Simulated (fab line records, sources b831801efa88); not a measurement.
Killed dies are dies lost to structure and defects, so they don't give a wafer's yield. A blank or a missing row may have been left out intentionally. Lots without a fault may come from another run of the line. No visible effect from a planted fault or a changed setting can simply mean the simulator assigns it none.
The tool behind it: which one? + flow sky130 + 32 wafers from 11 lots sampled at 6 of the route's 708 steps

== WHAT EACH GAUGE READ, for each wafer ==
SKY_FIELD_ISO_THK_MEAS_02.
| lot  | measured    | on            | FIELD_ISO_OXIDATION_00_THK (nm) |
|------|-------------|---------------|---------------------------------|
| L540 | day 1 17:47 | film_metro-03 | 12.31 12.10 12.19               |
| L541 | day 1 17:47 | film_metro-01 | 12.08 12.01 12.08               |
| L544 | day 2 14:37 | film_metro-03 | 12.06 12.21                     |
| L548 | day 3 09:55 | film_metro-01 | 12.08 12.23 12.29               |
| L553 | day 4 05:32 | film_metro-03 | 11.88 11.96 12.10               |
| L554 | day 4 16:40 | film_metro-03 | 12.14 12.03 12.14               |
| L559 | day 5 10:38 | film_metro-04 | 11.86 11.89 12.11               |
| L560 | day 5 15:38 | film_metro-03 | 12.26 12.34 12.27               |
| L561 | day 5 20:38 | film_metro-01 | 12.17 12.19 12.06               |
| L562 | day 6 02:35 | film_metro-01 | 12.26 12.27 12.26               |
| L563 | day 6 06:57 | film_metro-01 | 12.16 12.36 12.36               |

SKY_POLY_CUT_OVL_MEAS_09.
| lot  | measured     | on         | POLY_CUT_OVL (nm) |
|------|--------------|------------|-------------------|
| L540 | day 25 16:34 | overlay-01 | 2 -1 -1           |
| L541 | day 25 18:40 | overlay-01 | 6 -2 -1           |
| L544 | day 27 14:16 | overlay-02 | 2 1               |
| L548 | day 28 13:58 | overlay-01 | 0 0 -10           |
| L553 | day 29 21:52 | overlay-02 | -8 -1 3           |
| L554 | day 29 23:20 | overlay-01 | 2 5 3             |
| L559 | day 30 20:56 | overlay-02 | -3 1 -1           |
| L560 | day 31 04:08 | overlay-01 | 3 0 -1            |
| L561 | day 31 17:16 | overlay-01 | -3 -6 -1          |
| L562 | day 31 23:55 | overlay-02 | -3 5 -5           |
| L563 | day 32 04:22 | overlay-02 | 4 3 1             |

SKY_CAP2M_RS_MEAS_03: measures by four-point-probe.
| lot  | measured     | on            | CAP2M_TIN_RS (ohm/sq) |
|------|--------------|---------------|-----------------------|
| L540 | day 40 18:31 | film_metro-04 | 6.97 7.11 7.07        |
| L541 | day 40 20:04 | film_metro-04 | 6.87 6.94 6.86        |
| L544 | day 42 05:31 | film_metro-01 | 4.82 4.81             |
| L548 | day 43 03:35 | film_metro-04 | 7.02 7.00 6.96        |
| L553 | day 44 02:55 | film_metro-02 | 6.89 6.84 6.92        |
| L554 | day 44 06:49 | film_metro-01 | 6.97 6.95 6.99        |
| L559 | day 45 01:49 | film_metro-02 | 6.93 6.91 6.83        |
| L560 | day 45 07:14 | film_metro-02 | 6.84 6.83 6.85        |
| L561 | day 45 18:20 | film_metro-01 | 6.87 6.85 6.90        |
| L562 | day 45 22:19 | film_metro-01 | 6.87 6.95 6.97        |
| L563 | day 46 02:19 | film_metro-02 | 6.79 6.80 6.79        |

SKY_CAP2M_THK_MEAS_04: measures by xrf.
| lot  | measured     | on            | CAP2M_TIN_THK (nm) |
|------|--------------|---------------|--------------------|
| L540 | day 40 18:38 | film_metro-04 | 200.6 196.5 197.7  |
| L541 | day 40 20:11 | film_metro-04 | 204.1 201.2 204.6  |
| L544 | day 42 05:37 | film_metro-01 | 287.5 287.1        |
| L548 | day 43 03:41 | film_metro-04 | 196.9 197.1 197.9  |
| L553 | day 44 03:02 | film_metro-02 | 202.6 203.9 201.3  |
| L554 | day 44 06:55 | film_metro-01 | 199.1 200.8 198.7  |
| L559 | day 45 01:56 | film_metro-02 | 203.8 203.5 206.5  |
| L560 | day 45 07:21 | film_metro-02 | 206.4 207.0 205.4  |
| L561 | day 45 18:27 | film_metro-01 | 202.2 202.4 200.3  |
| L562 | day 45 22:26 | film_metro-01 | 201.5 199.3 198.8  |
| L563 | day 46 02:26 | film_metro-02 | 205.4 205.1 205.3  |

== WHAT TOOL EACH LOT RAN ON (gives the tool, then ch and the chambers of the sampled wafers, and finally the start) ==
| lot  | SKY_LI_CONTACT_STRIP_16              | SKY_CAP2M_SPUTTER_02         |
|------|--------------------------------------|------------------------------|
| L540 | plasma_asher-02 ch 0,1, day 30 10:41 | pvd_sputter-02, day 40 18:24 |
| L541 | plasma_asher-03 ch 0,1, day 30 11:11 | pvd_sputter-02, day 40 19:57 |
| L544 | plasma_asher-03 ch 0, day 32 04:43   | pvd_sputter-02, day 42 05:21 |
| L548 | plasma_asher-01 ch 0,1, day 33 04:50 | pvd_sputter-03, day 43 03:27 |
| L553 | plasma_asher-01 ch 0,1, day 34 10:05 | pvd_sputter-03, day 44 02:49 |
| L554 | plasma_asher-02 ch 0,1, day 34 11:59 | pvd_sputter-04, day 44 06:41 |
| L559 | plasma_asher-03 ch 0, day 35 08:50   | pvd_sputter-04, day 45 01:42 |
| L560 | plasma_asher-01 ch 0,1, day 35 18:20 | pvd_sputter-04, day 45 07:07 |
| L561 | plasma_asher-03 ch 0,1, day 36 06:24 | pvd_sputter-02, day 45 18:13 |
| L562 | plasma_asher-01 ch 0,1, day 36 10:08 | pvd_sputter-02, day 45 22:13 |
| L563 | plasma_asher-03 ch 0,1, day 36 13:17 | pvd_sputter-04, day 46 02:13 |
- SKY_LI_CONTACT_STRIP_16: strips in O2/N2.
- SKY_CAP2M_SPUTTER_02: material TiN, target thk 200 nm, time 166.7 s.

== WHAT THE TOOLS THEMSELVES READ (means of the sampled wafers that have a number; where no wafer has one, the mark that the record gives instead) ==
SKY_LI_CONTACT_STRIP_16.
| lot  | tool            | drypump_motor_current_A (A) | oes_product_au (a.u.) | strip_time_to_endpoint_s (s) |
|------|-----------------|-----------------------------|-----------------------|------------------------------|
| L540 | plasma_asher-02 | 5.5                         | 0.376                 | 3.50                         |
| L541 | plasma_asher-03 | 5.8                         | 0.373                 | 3.51                         |
| L544 | plasma_asher-03 | 6.1                         | 0.379                 | 3.49                         |
| L548 | plasma_asher-01 | 5.9                         | 0.376                 | 3.49                         |
| L553 | plasma_asher-01 | 5.6                         | 0.374                 | 3.49                         |
| L554 | plasma_asher-02 | 5.1                         | 0.375                 | 3.52                         |
| L559 | plasma_asher-03 | 6.2                         | 0.376                 | 3.47                         |
| L560 | plasma_asher-01 | 5.6                         | 0.376                 | 3.47                         |
| L561 | plasma_asher-03 | 6.0                         | 0.375                 | 3.50                         |
| L562 | plasma_asher-01 | 5.9                         | 0.372                 | 3.48                         |
| L563 | plasma_asher-03 | 5.8                         | 0.371                 | 3.46                         |

SKY_CAP2M_SPUTTER_02.
| lot  | tool           | throttle_valve_pct (%) |
|------|----------------|------------------------|
| L540 | pvd_sputter-02 | 30.5                   |
| L541 | pvd_sputter-02 | 31.1                   |
| L544 | pvd_sputter-02 | 29.9                   |
| L548 | pvd_sputter-03 | 30.3                   |
| L553 | pvd_sputter-03 | 30.2                   |
| L554 | pvd_sputter-04 | 30.2                   |
| L559 | pvd_sputter-04 | 29.8                   |
| L560 | pvd_sputter-04 | 29.9                   |
| L561 | pvd_sputter-02 | 30.4                   |
| L562 | pvd_sputter-02 | 30.1                   |
| L563 | pvd_sputter-04 | 30.1                   |

== THE ANSWER, worked out from the rows above alone ==
Rule: the usual values come from the lots themselves. The widest of any qualifying gaps counts: lots, ordered by their means at a reading, are off when they make up no more than a third of the lots, leave a main group of 4 or more, and stand apart from it by 3 or more times the standard deviation of that group's means. The tables above print the reading to a certain number of digits; a main group whose means all agree to those digits is not used. A lot without any number at a reading at which 4 lots or more have one is off too. Any other lot the step has rows for is counted as sound. First the gauges in route order, then the tools' own readings, where a lot's mean is used as printed above. The first step at which some lot is off is used, and at that step the reading that is off furthest; a lot without a number counts as furthest.
Off: L544, at SKY_CAP2M_RS_MEAS_03 (CAP2M_TIN_RS). Main group: mean 6.91 ohm/sq, sd 0.072.
A tool fits if, at a process step before that reading, it ran every lot that is off, and no sound lot after the first of them. Those tools and the gauges at SKY_CAP2M_RS_MEAS_03 are tried in the same way. Of those tried, none fits.

== WHAT THE SIMULATOR HAD PUT IN ==
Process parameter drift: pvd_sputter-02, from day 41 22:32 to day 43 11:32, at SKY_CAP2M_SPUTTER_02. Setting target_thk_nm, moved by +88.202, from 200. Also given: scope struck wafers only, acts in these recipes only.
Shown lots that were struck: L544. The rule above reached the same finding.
